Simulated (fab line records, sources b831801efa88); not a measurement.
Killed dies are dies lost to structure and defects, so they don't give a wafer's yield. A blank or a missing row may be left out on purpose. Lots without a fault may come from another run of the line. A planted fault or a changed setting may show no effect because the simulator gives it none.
fab line records | flow sky130
record lots=13 wafers=39 last_day=50
route steps=708 shown FIELD_ISO@3 SD_P@328
lots that met no fault: from a run of the same line without faults
start_h: hours from the record's first day to the start of the lot's first wafer shown | wait_h: hours since the lot's step before | " the same as in the row above | L1.1+2: a row that stands for several wafers | - no value, or no start given | * or withheld: withheld | < > ~ a bound
route shown NAME@n: a module of which the file shows steps, and the number in the route of the first | usual: mean/standard deviation of fault-free wafers | same: alike in all rows | chamber/n: place in a boat | sites: the reading at each site | _std_site: their standard deviation | _edge_site: outer sites' mean less inner sites' | radius_mm: how far each site lies from the wafer's centre | mask NAME#n: copy n | behind: the tool/chamber that last shaped the wafer | hold: why the lot was held/for how many hours/how that ended | device: the transistor (n, p or np) that didn't switch | end of line: the same wafers' tests at the end of the route | a step without rows: its recipe alone | killed: dies lost to structure and defects at the first sort, not the wafer's yield | map: a wafer's dies, x killed, . not, _ none there
set.NAME: the setting as run; set.NAME@STEP: as run at that earlier step | model.NAME: the simulator's own value behind a step, which no gauge read
steps of the route over a sample of lots; a table a step, a row a wafer
services: from which hour (start_h, from the record's first day; less than 0 if before it) a tool's chamber was out of use, for how many hours, and why
## steps
# step SKY_FIELD_ISO_THK_MEAS_02
# recipe reads=SiO2_of_FIELD_ISO_OXIDATION_01
# usual FIELD_ISO_OXIDATION_00_THK=12.02/0.24
# columns lot.wafer tool chamber start_h wait_h FIELD_ISO_OXIDATION_00_THK[nm]
L480.1 film_metro-03 - 17.02 0.0 12.05
L480.2 " - " " 11.88
L480.5 " - " " 12.09
L481.2 film_metro-02 - 22.96 0.0 11.50
L481.4 " - " " 11.79
L481.6 " - " " 11.58
L482.4 film_metro-01 - 26.66 0.0 12.51
L482.5 " - " " 12.33
L482.6 " - " " 12.11
L484.1 film_metro-03 - 38.87 0.0 12.30
L484.2 " - " " 12.18
L484.6 " - " " 12.07
L488.1 film_metro-01 - 58.68 0.0 12.37
L488.2 " - " " 12.41
L488.3 " - " " 12.43
L489.3 film_metro-01 - 61.80 0.0 12.36
L489.4 " - " " 12.28
L489.6 " - " " 12.20
L491.2 film_metro-03 - 71.92 0.0 12.15
L491.5 " - " " 11.94
L491.6 " - " " 12.14
L492.2 film_metro-01 - 76.64 0.0 11.70
L492.4 " - " " 11.72
L492.6 " - " " 11.76
L495.2 film_metro-03 - 92.39 0.0 12.13
L495.5 " - " " 11.90
L495.6 " - " " 11.71
L497.1 film_metro-01 - 101.63 0.0 11.77
L497.2 " - " " 11.85
L497.4 " - " " 11.80
L500.1 film_metro-01 - 118.27 0.0 11.82
L500.2 " - " " 11.81
L500.6 " - " " 11.98
L501.2 film_metro-01 - 121.64 0.0 12.06
L501.5 " - " " 12.18
L501.6 " - " " 12.28
L502.1 film_metro-02 - 127.27 0.0 12.35
L502.4 " - " " 12.16
L502.5 " - " " 12.32
# step SKY_FIELD_ISO_CMP_27
# recipe stop_on=Si3N4 t_overpolish_s=16 down_force_psi=4 platen_rpm=60 target_thk_nm=457.8 pad_velocity_m_s=0.94248
# usual motor_current_A=12.2/1.5 overpolish_run_s=16.000/0.0089 platen_rpm=60.00/0.04 time_to_endpoint_s=115/6.9
# columns lot.wafer tool chamber start_h wait_h motor_current_A overpolish_run_s platen_rpm time_to_endpoint_s
L480.1 cmp-02 3 41.61 0.0 11.0 15.997 59.95 119
L480.2 " 1 " " 12.0 15.999 59.98 118
L480.5 " 3 " " 10.8 16.020 59.89 119
L481.4 cmp-01 1 45.98 0.1 12.6 15.998 60.05 99
L481.2 " 2 " " 11.3 16.000 60.06 108
L481.6 " 0 " " 12.7 15.989 60.04 102
L482.4 cmp-01 3 48.96 0.1 11.7 16.014 60.05 112
L482.6 " 2 " " 10.8 15.982 60.02 109
L482.5 " 3 " " 11.5 16.002 60.01 113
L484.1 cmp-01 0 60.27 0.0 12.1 15.998 59.92 104
L484.2 " 2 " " 10.6 15.997 60.00 116
L484.6 " 0 " " 12.1 15.991 60.00 107
L488.3 cmp-02 2 80.46 0.0 11.2 15.997 60.07 118
L488.1 " 3 " " 11.2 15.991 59.98 118
L488.2 " 1 " " 12.3 15.996 60.06 123
L489.3 cmp-01 2 84.87 0.1 11.2 15.990 60.01 115
L489.4 " 3 " " 11.9 16.000 60.05 120
L489.6 " 2 " " 11.1 15.991 59.99 120
L491.2 cmp-01 2 95.34 0.1 11.6 16.024 59.94 117
L491.6 " 0 " " 12.0 15.993 60.00 110
L491.5 " 1 " " 12.1 15.996 59.99 110
L492.2 cmp-01 3 100.86 0.0 11.8 15.999 59.97 116
L492.4 " 1 " " 12.2 16.008 60.01 106
L492.6 " 0 " " 12.0 15.990 60.04 105
L495.2 cmp-01 0 116.86 0.1 12.6 16.017 59.92 112
L495.5 " 2 " " 11.0 16.013 59.99 121
L495.6 " 3 " " 12.3 15.996 59.97 120
L497.2 cmp-02 2 130.08 0.0 11.1 16.002 59.97 118
L497.4 " 0 " " 16.0 16.019 60.06 111
L497.1 " 1 " " 12.2 15.992 59.99 121
L500.1 cmp-02 0 142.52 0.0 16.5 16.002 60.00 110
L500.2 " 2 " " 11.0 15.991 59.99 116
L500.6 " 1 " " 11.9 16.018 60.02 118
L501.2 cmp-01 0 148.47 0.1 12.8 15.994 60.01 109
L501.6 " 3 " " 11.2 15.992 59.98 119
L501.5 " 0 " " 12.9 15.988 59.98 111
L502.1 cmp-01 2 156.45 0.1 11.5 15.998 60.06 118
L502.4 " 3 " " 11.6 16.011 60.01 121
L502.5 " 0 " " 12.1 15.994 60.01 107
# step SKY_FIELD_ISO_WET_ETCH_30
# recipe chemistry=dHF target_depth_nm=25 target=SiO2 dilution=10:1 temp_c=25 time_s=50
# usual bath_heat_duty_pct=6.5/0.75 run_length_s=78.8/2.9
# columns lot.wafer tool chamber start_h wait_h bath_heat_duty_pct run_length_s
L480.1 wet_bench-04 0 42.49 0.0 7.0 77.2
L480.2 " 0 " " 7.3 77.2
L480.5 " 0 " " 6.9 77.2
L481.2 wet_bench-01 1 46.73 0.0 7.1 81.4
L481.4 " 1 " " 6.4 81.4
L481.6 " 1 " " 6.2 81.4
L482.4 wet_bench-01 1 49.75 0.0 6.5 80.7
L482.5 " 1 " " 6.6 80.7
L482.6 " 1 " " 6.8 80.7
L484.1 wet_bench-04 1 61.11 0.0 5.7 77.7
L484.2 " 1 " " 6.6 77.7
L484.6 " 1 " " 6.2 77.7
L488.1 wet_bench-01 0 81.41 0.0 6.2 81.8
L488.2 " 0 " " 7.3 81.8
L488.3 " 0 " " 6.2 81.8
L489.3 wet_bench-01 2 85.69 0.0 6.8 76.3
L489.4 " 2 " " 6.8 76.3
L489.6 " 2 " " 6.7 76.3
L491.2 wet_bench-01 2 96.08 0.0 7.1 76.2
L491.5 " 2 " " 6.2 76.2
L491.6 " 2 " " 7.0 76.2
L492.2 wet_bench-04 2 101.75 0.0 7.7 83.1
L492.4 " 2 " " 6.6 83.1
L492.6 " 2 " " 7.4 83.1
L495.2 wet_bench-02 2 117.65 0.0 6.4 82.7
L495.5 " 2 " " 7.1 82.7
L495.6 " 2 " " 6.8 82.7
L497.1 wet_bench-04 1 130.96 0.0 6.2 76.2
L497.2 " 1 " " 6.6 76.2
L497.4 " 1 " " 5.5 76.2
L500.1 wet_bench-01 3 143.36 0.0 4.8 54.7
L500.2 " 3 " " 5.5 54.7
L500.6 " 3 " " 4.9 54.7
L501.2 wet_bench-02 3 149.25 0.0 6.5 75.1
L501.5 " 3 " " 7.5 75.1
L501.6 " 3 " " 7.1 75.1
L502.1 wet_bench-01 0 157.23 0.0 6.2 51.7
L502.4 " 0 " " 6.5 51.7
L502.5 " 0 " " 7.4 51.7
# step SKY_SD_P_OVL_MEAS_08
# usual SD_P_OVL=0.8/1.5
# columns lot.wafer tool chamber start_h wait_h SD_P_OVL[nm]
L480.1 overlay-01 - 594.49 0.1 0.4
L480.2 " - " " -0.1
L480.5 " - " " 0.8
L482.4 overlay-01 - 610.01 0.1 -1.0
L482.5 " - " " 0.5
L482.6 " - " " -0.4
L481.2 overlay-02 - 610.93 0.1 -0.3
L481.4 " - " " -1.5
L481.6 " - " " 0.0
L484.1 overlay-02 - 628.29 0.1 1.0
L484.2 " - " " 0.8
L484.6 " - " " 0.8
L488.1 overlay-01 - 669.70 0.1 0.0
L488.2 " - " " 0.5
L488.3 " - " " 0.3
L489.3 overlay-01 - 672.75 0.1 0.2
L489.4 " - " " 1.5
L489.6 " - " " -0.1
L491.2 overlay-01 - 687.50 0.1 2.5
L491.5 " - " " 1.5
L491.6 " - " " 1.4
L492.2 overlay-02 - 695.79 0.1 2.2
L492.4 " - " " 2.1
L492.6 " - " " 2.2
L495.2 overlay-02 - 715.54 0.1 2.5
L495.5 " - " " 1.6
L495.6 " - " " 2.0
L497.1 overlay-01 - 739.83 0.1 1.9
L497.2 " - " " 2.9
L497.4 " - " " 2.2
L500.1 overlay-01 - 754.83 0.1 -0.3
L500.2 " - " " -2.4
L500.6 " - " " -1.6
L501.2 overlay-02 - 762.24 0.1 2.9
L501.5 " - " " 3.5
L501.6 " - " " 3.9
L502.1 overlay-02 - 769.25 0.1 2.5
L502.4 " - " " 2.9
L502.5 " - " " 2.6
## services
# columns tool chamber start_h hours kind
cmp-01 - 25.54 5.3 pm
cmp-01 - 42.38 1.4 repair
cmp-02 - 44.37 1.7 repair
wet_bench-04 - 46.59 0.6 repair
cmp-01 - 51.74 0.3 repair
cmp-02 - 53.85 0.7 repair
cmp-02 - 62.60 6.1 repair
cmp-01 - 64.06 4.0 pm
cmp-01 - 68.06 - consumable_replace:conditioner
cmp-01 - 68.06 - consumable_replace:pad
wet_bench-02 - 70.82 35.1 repair
wet_bench-01 - 101.74 1.6 repair
wet_bench-04 - 144.04 3.1 repair
## key
first_sign step=SKY_FIELD_ISO_WET_ETCH_30 reading=run_length_s direction=down sigmas=8.7 usual=* struck=*
effect none on later readings
met_at SKY_FIELD_ISO_WET_ETCH_30
struck_lots L500,L502
tester_left_out L500,L502
not_acting_at SKY_FIELD_ISO_THK_MEAS_02,SKY_FIELD_ISO_CMP_27,SKY_SD_P_OVL_MEAS_08
onset_between 96.08 143.36
fault kind=process_parameter_drift tool=wet_bench-01 chamber=- onset_h=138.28 steps=SKY_FIELD_ISO_WET_ETCH_30 channel=time_s offset=* shape=step end_h=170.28 acts_in=* stated=*
# tester_left_out: of these lots the tester's yield and bins aren't shown, on N5 and GAA mostly nor the transistor test; their killed dies are dies lost to structure and defects alone, not to doping, threshold or leakage, so they don't give the yield
